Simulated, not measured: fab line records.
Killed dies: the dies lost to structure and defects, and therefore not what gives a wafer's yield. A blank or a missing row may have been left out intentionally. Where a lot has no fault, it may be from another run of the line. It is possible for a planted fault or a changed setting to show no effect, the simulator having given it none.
fab line records :: flow gf180mcu
[record]
  lots = 5
  wafers = 15
  lastDay = 33
route steps=602 shown HV_LDD@215
lots with no fault: from the same line, run without faults
startH: the number of hours between the record's first day and the start of the first shown wafer of the lot :: waitH: time in hours since the lot's previous step :: " the same as in the row above :: L1.1+2: a row that stands for several wafers :: - no value present, or no start provided :: * or withheld: withheld :: < > ~ a bound
route shown NAME@n: NAME is a module with steps in the file, n the number in the route of the first one :: usual: the fault-free wafers' mean and standard deviation :: same: alike in all rows :: chamber/n: place in a boat :: sites: per-site readings :: _std_site: the values' standard deviation :: _edge_site: outer sites' mean less inner sites' :: radiusMm: how far each site lies from the wafer's centre :: mask NAME#n: copy n :: behind: tool/chamber where the wafer was last shaped :: hold: the reason the lot was held/the length of the hold in hours/how it ended :: device: transistor that didn't switch, given as n, p or np :: end of line: tests of these same wafers at the route's end :: where a step has no rows: the recipe by itself :: killed: at the first sort, the dies lost to defects and structure; wafer yield is something else :: map: the dies of a wafer, with x for killed, . for not killed, _ for no die there
set.NAME: the setting the step ran with; set.NAME@STEP: the setting that earlier step ran with :: model.NAME: the simulator's own value behind a step, which no gauge read
lots at some steps of the route; a table a step, a row a wafer
services: from which hour (startH, from the record's first day; less than 0 if before it) a tool's chamber was out of use, for how many hours, and why
[[steps]]
[step GF_HV_LDD_DEHYDRATE_39]
[recipe]
  tempC = 200
  timeS = 60
[same]
  timeS = 60
lot.wafer: L076.2+4+6
tool: lithoTrack-04
chamber: 0
startH: 286.96
waitH: 9.6

lot.wafer: L078.1+4+6
tool: lithoTrack-01
chamber: 0
startH: 300.26
waitH: 9.3

lot.wafer: L079.3+5+6
tool: lithoTrack-02
chamber: 0
startH: 306.63
waitH: 9.3

lot.wafer: L080.3+5+6
tool: lithoTrack-02
chamber: 0
startH: 324.43
waitH: 9.3

lot.wafer: L092.3+4+5
tool: lithoTrack-04
chamber: 0
startH: 415.39
waitH: 11.4
[step GF_HV_LDD_HMDS_40]
[recipe]
  primeTimeS = 60
  primeTempC = 120
lot.wafer: L076.2+4+6
tool: lithoTrack-04
chamber: 0
startH: 287.11
waitH: 0.1

lot.wafer: L078.1+4+6
tool: lithoTrack-01
chamber: 0
startH: 300.41
waitH: 0.1

lot.wafer: L079.3+5+6
tool: lithoTrack-02
chamber: 0
startH: 306.78
waitH: 0.1

lot.wafer: L080.3+5+6
tool: lithoTrack-02
chamber: 0
startH: 324.58
waitH: 0.1

lot.wafer: L092.3+4+5
tool: lithoTrack-04
chamber: 0
startH: 415.54
waitH: 0.1
[step GF_HV_LDD_COAT_41]
[recipe]
  resist = NOVOLAK
  spinRpm = 3000
  resistThkNm = 1000
lot.wafer: L076.2+4+6
tool: lithoTrack-04
chamber: 0
startH: 287.26
waitH: 0.1

lot.wafer: L078.1+4+6
tool: lithoTrack-01
chamber: 0
startH: 300.56
waitH: 0.1

lot.wafer: L079.3+5+6
tool: lithoTrack-02
chamber: 0
startH: 306.93
waitH: 0.1

lot.wafer: L080.3+5+6
tool: lithoTrack-02
chamber: 0
startH: 324.73
waitH: 0.1

lot.wafer: L092.3+4+5
tool: lithoTrack-04
chamber: 0
startH: 415.69
waitH: 0.1
[step GF_HV_LDD_SOFTBAKE_42]
[recipe]
  tempC = 90
  timeS = 60
  resist = NOVOLAK
[same]
  timeS = 60
lot.wafer: L076.2+4+6
tool: lithoTrack-04
chamber: 0
startH: 287.41
waitH: 0.1

lot.wafer: L078.1+4+6
tool: lithoTrack-01
chamber: 0
startH: 300.71
waitH: 0.1

lot.wafer: L079.3+5+6
tool: lithoTrack-02
chamber: 0
startH: 307.08
waitH: 0.1

lot.wafer: L080.3+5+6
tool: lithoTrack-02
chamber: 0
startH: 324.88
waitH: 0.1

lot.wafer: L092.3+4+5
tool: lithoTrack-04
chamber: 0
startH: 415.84
waitH: 0.1
[step GF_HV_LDD_EXPOSE_43]
[recipe]
  maskId = Pplus_HV_AREA
  targetCdNm = 400
  na = 0.6
  sourceShape = conventional
  sigmaOuter = 0.6
  doseMj = 140
lot.wafer: L076.2+4+6
tool: ilineStepper-01
chamber: 0
startH: -
waitH: -
mask: Pplus_HV_AREA#0

lot.wafer: L078.1+4+6
tool: ilineStepper-01
chamber: 0
startH: -
waitH: -
mask: Pplus_HV_AREA#0

lot.wafer: L079.3+5+6
tool: ilineStepper-01
chamber: 0
startH: -
waitH: -
mask: Pplus_HV_AREA#0

lot.wafer: L080.3+5+6
tool: ilineStepper-02
chamber: 0
startH: -
waitH: -
mask: Pplus_HV_AREA#0

lot.wafer: L092.3+4+5
tool: ilineStepper-02
chamber: 0
startH: -
waitH: -
mask: Pplus_HV_AREA#0
[step GF_HV_LDD_PEB_44]
[recipe]
  tempC = withheld
  timeS = *
  resist = NOVOLAK
[same]
  timeS = *
lot.wafer: L076.2+4+6
tool: lithoTrack-02
chamber: 0
startH: -
waitH: -

lot.wafer: L078.1+4+6
tool: lithoTrack-04
chamber: 0
startH: -
waitH: -

lot.wafer: L079.3+5+6
tool: lithoTrack-04
chamber: 0
startH: -
waitH: -

lot.wafer: L080.3+5+6
tool: lithoTrack-02
chamber: 0
startH: -
waitH: -

lot.wafer: L092.3+4+5
tool: lithoTrack-01
chamber: 0
startH: -
waitH: -
[step GF_HV_LDD_DEVELOP_45]
[recipe]
  developTimeS = 60
  devTempC = 23
lot.wafer: L076.2+4+6
tool: lithoTrack-02
chamber: 0
startH: 297.66
waitH: 0.1

lot.wafer: L078.1+4+6
tool: lithoTrack-04
chamber: 0
startH: 310.79
waitH: 0.1

lot.wafer: L079.3+5+6
tool: lithoTrack-04
chamber: 0
startH: 317.09
waitH: 0.1

lot.wafer: L080.3+5+6
tool: lithoTrack-02
chamber: 0
startH: 335.33
waitH: 0.1

lot.wafer: L092.3+4+5
tool: lithoTrack-01
chamber: 0
startH: 428.21
waitH: 0.1
[[services]]
tool: ilineStepper-01
chamber: -
startH: 276.26
hours: 8.9
kind: pm

tool: ilineStepper-02
chamber: -
startH: 297.09
hours: 1.7
kind: pm

tool: ilineStepper-02
chamber: -
startH: 349.55
hours: 1.4
kind: repair

tool: ilineStepper-01
chamber: -
startH: 399.21
hours: 1.7
kind: pm

tool: ilineStepper-01
chamber: 0
startH: 403.69
hours: -
kind: calibration

tool: ilineStepper-01
chamber: -
startH: 413.57
hours: 13.9
kind: repair

tool: ilineStepper-02
chamber: 0
startH: 418.45
hours: -
kind: calibration
[[key]]
fault none
